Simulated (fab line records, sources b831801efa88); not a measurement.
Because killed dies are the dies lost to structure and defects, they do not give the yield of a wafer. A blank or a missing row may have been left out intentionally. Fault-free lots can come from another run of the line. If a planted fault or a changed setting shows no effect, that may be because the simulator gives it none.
Which tool did it? + flow gf180mcu + 11 lots, 33 wafers sampled, at 4 steps of a route of 602

WHAT THE GAUGES SHOWED, per wafer
GF_VT_IMPLANT_OVL_MEAS_40.
| lot  | measured     | on         | VT_IMPLANT_03_OVL (nm) |
|------|--------------|------------|------------------------|
| L679 | day 9 02:06  | overlay-01 | -1.9 -0.3 -0.4         |
| L680 | day 9 04:23  | overlay-01 | -0.4 -0.7 0.7          |
| L682 | day 10 02:57 | overlay-01 | -0.9 -2.9 -1.1         |
| L683 | day 10 06:09 | overlay-01 | 140.8 139.3 140.6      |
| L684 | day 10 11:06 | overlay-02 | 139.1 141.4 139.1      |
| L685 | day 10 16:05 | overlay-02 | 3.2 0.5 1.2            |
| L690 | day 12 04:55 | overlay-02 | 0.3 -0.9 -0.8          |
| L691 | day 12 10:41 | overlay-01 | 1.5 1.0 0.3            |
| L693 | day 13 00:24 | overlay-01 | 1.1 0.5 -0.2           |
| L695 | day 13 14:16 | overlay-01 | 1.1 1.6 3.1            |
| L696 | day 13 21:25 | overlay-01 | 3.0 2.6 1.5            |

EACH LOT AND THE TOOL THAT RAN IT (in order: tool; ch and the chambers of the sampled wafers; start)
| lot  | GF_STI_ETCH_13                    | GF_STI_ETCH_14                  | GF_VT_IMPLANT_EXPOSE_37             |
|------|-----------------------------------|---------------------------------|-------------------------------------|
| L679 | rie diel-03 ch 0,1, day 3 03:23   | rie si-02 ch 1,3, day 3 03:28   | iline stepper-02 ch 0, day 8 17:48  |
| L680 | rie diel-01 ch 0,1,2, day 3 08:08 | rie si-02 ch 1,2,3, day 3 08:13 | iline stepper-02 ch 0, day 8 20:52  |
| L682 | rie diel-01 ch 0,2,3, day 3 18:56 | rie si-02 ch 1,2,3, day 3 19:04 | iline stepper-02 ch 0, day 9 18:25  |
| L683 | rie diel-04 ch 0,1,3, day 4 00:03 | rie si-01 ch 1,2,3, day 4 00:08 | iline stepper-02 ch 0, day 9 21:50  |
| L684 | rie diel-04 ch 2,3, day 4 04:33   | rie si-01 ch 0,1,2, day 4 04:38 | iline stepper-02 ch 0, day 10 02:17 |
| L685 | rie diel-03 ch 1,3, day 4 09:51   | rie si-01 ch 0,1, day 4 09:56   | iline stepper-01 ch 0, day 10 07:15 |
| L690 | rie diel-03 ch 1,3, day 5 11:48   | rie si-01 ch 0,2,3, day 5 11:53 | iline stepper-01 ch 0, day 11 19:56 |
| L691 | rie diel-04 ch 0,2,3, day 5 17:39 | rie si-01 ch 0,3, day 5 17:44   | iline stepper-01 ch 0, day 12 01:27 |
| L693 | rie diel-01 ch 0,2,3, day 6 03:29 | rie si-01 ch 0,2,3, day 6 03:34 | iline stepper-01 ch 0, day 12 14:39 |
| L695 | rie diel-01 ch 0,3, day 6 13:53   | rie si-02 ch 0,1,3, day 6 13:58 | iline stepper-01 ch 0, day 13 04:24 |
| L696 | rie diel-03 ch 0,1,2, day 6 19:57 | rie si-02 ch 2,3, day 6 20:02   | iline stepper-01 ch 0, day 13 11:15 |
- GF_STI_ETCH_13: etches the open film in CHF3/O2, stops on Si, target depth 282.31 nm, time 112.9 s.
- GF_STI_ETCH_14: etches Si in HBr/Cl2/O2, target depth 360 nm, time 102.9 s.
- GF_VT_IMPLANT_EXPOSE_37: exposes mask Nwell HV AREA, target cd 860 nm.

AS READ BY THE TOOLS THEMSELVES (means over the sampled wafers that have a number; for cases with no such wafer, the mark the record gives instead)
GF_STI_ETCH_13.
| lot  | tool        | chamber pressure mTorr (mTorr) | drypump motor current A (A) | oes product au (a.u.) | throttle valve pct (%) |
|------|-------------|--------------------------------|-----------------------------|-----------------------|------------------------|
| L679 | rie diel-03 | 40.02                          | 5.9                         | 0.836                 | 8.812                  |
| L680 | rie diel-01 | 40.00                          | 6.0                         | 0.832                 | 8.811                  |
| L682 | rie diel-01 | 40.01                          | 5.8                         | 0.834                 | 8.815                  |
| L683 | rie diel-04 | 40.01                          | 6.0                         | 0.834                 | 8.805                  |
| L684 | rie diel-04 | 40.00                          | 5.5                         | 0.835                 | 8.807                  |
| L685 | rie diel-03 | 40.02                          | 5.8                         | 0.837                 | 8.812                  |
| L690 | rie diel-03 | 39.99                          | 5.8                         | 0.834                 | 8.807                  |
| L691 | rie diel-04 | 39.99                          | 5.9                         | 0.836                 | 8.815                  |
| L693 | rie diel-01 | 39.99                          | 5.8                         | 0.833                 | 8.807                  |
| L695 | rie diel-01 | 40.00                          | 5.5                         | 0.830                 | 8.806                  |
| L696 | rie diel-03 | 39.98                          | 6.2                         | 0.832                 | 8.804                  |

GF_STI_ETCH_14.
| lot  | tool      | chamber pressure mTorr (mTorr) | drypump motor current A (A) | oes product au (a.u.) | throttle valve pct (%) |
|------|-----------|--------------------------------|-----------------------------|-----------------------|------------------------|
| L679 | rie si-02 | 14.994                         | 5.99                        | 1.007                 | 25.660                 |
| L680 | rie si-02 | 14.994                         | 5.85                        | 1.000                 | 25.660                 |
| L682 | rie si-02 | 14.998                         | 5.85                        | 1.003                 | 25.656                 |
| L683 | rie si-01 | 15.004                         | 5.76                        | 0.982                 | 25.668                 |
| L684 | rie si-01 | 15.009                         | 5.76                        | 0.988                 | 25.673                 |
| L685 | rie si-01 | 15.000                         | 5.76                        | 0.990                 | 25.670                 |
| L690 | rie si-01 | 15.005                         | 5.97                        | 0.982                 | 25.658                 |
| L691 | rie si-01 | 15.004                         | 5.97                        | 0.984                 | 25.666                 |
| L693 | rie si-01 | 14.994                         | 5.99                        | 0.976                 | 25.680                 |
| L695 | rie si-02 | 14.997                         | 5.78                        | 0.991                 | 25.655                 |
| L696 | rie si-02 | 15.017                         | 5.91                        | 1.013                 | 25.649                 |

GF_VT_IMPLANT_EXPOSE_37.
| lot  | tool             | exposure dose mJ cm2 | reticle temp C (C) |
|------|------------------|----------------------|--------------------|
| L679 | iline stepper-02 | 140.10               | 22.98              |
| L680 | iline stepper-02 | 139.91               | 22.97              |
| L682 | iline stepper-02 | 140.11               | 23.08              |
| L683 | iline stepper-02 | 139.95               | 23.02              |
| L684 | iline stepper-02 | 140.11               | 23.00              |
| L685 | iline stepper-01 | 139.92               | 23.09              |
| L690 | iline stepper-01 | 140.05               | 23.03              |
| L691 | iline stepper-01 | 140.09               | 23.04              |
| L693 | iline stepper-01 | 140.05               | 23.13              |
| L695 | iline stepper-01 | 139.99               | 23.00              |
| L696 | iline stepper-01 | 140.08               | 22.92              |

THE ANSWER, worked out from the rows above alone
Rule: what is usual is taken from the lots themselves. Put in order of their means at a reading, lots are off if they are a third of the lots or fewer, leave a main group of 4 or more, and stand apart from it by a gap of 3 or more times the standard deviation of the main group's means; of several such gaps the widest counts. If all means in a main group match to the digits the tables above print for the reading, that group is not used. Also off: a lot with no number at a reading for which 4 or more lots have one. All remaining lots with rows at the step are treated as sound. The gauges are gone through in route order, then the tools' own readings, and for those a lot's mean is taken as printed above. The first step at which some lot is off is used, and at that step the reading that is off furthest; a lot without a number counts as furthest.
Off: L683, L684, seen at GF_VT_IMPLANT_OVL_MEAS_40 (VT_IMPLANT_03_OVL). Mean 0.5 nm and standard deviation 1.3 in the main group.
If a tool, at a process step before that reading, ran all the lots that are off and no sound lot after the first of them, it fits. The gauges at GF_VT_IMPLANT_OVL_MEAS_40 are tried like those tools. One fits: GF_VT_IMPLANT_EXPOSE_37 on iline stepper-02. Its last sound lot is L682 (day 9 18:25), its first lot that is off L683 (day 9 21:50): a fault that began between those two fits.

WHAT THE SIMULATOR HAD INSERTED
Scanner matching overlay: iline stepper-02, from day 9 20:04 on, at GF_VT_IMPLANT_EXPOSE_37. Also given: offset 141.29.
Lots struck among those shown: L683, L684. The same result came from the rule above.
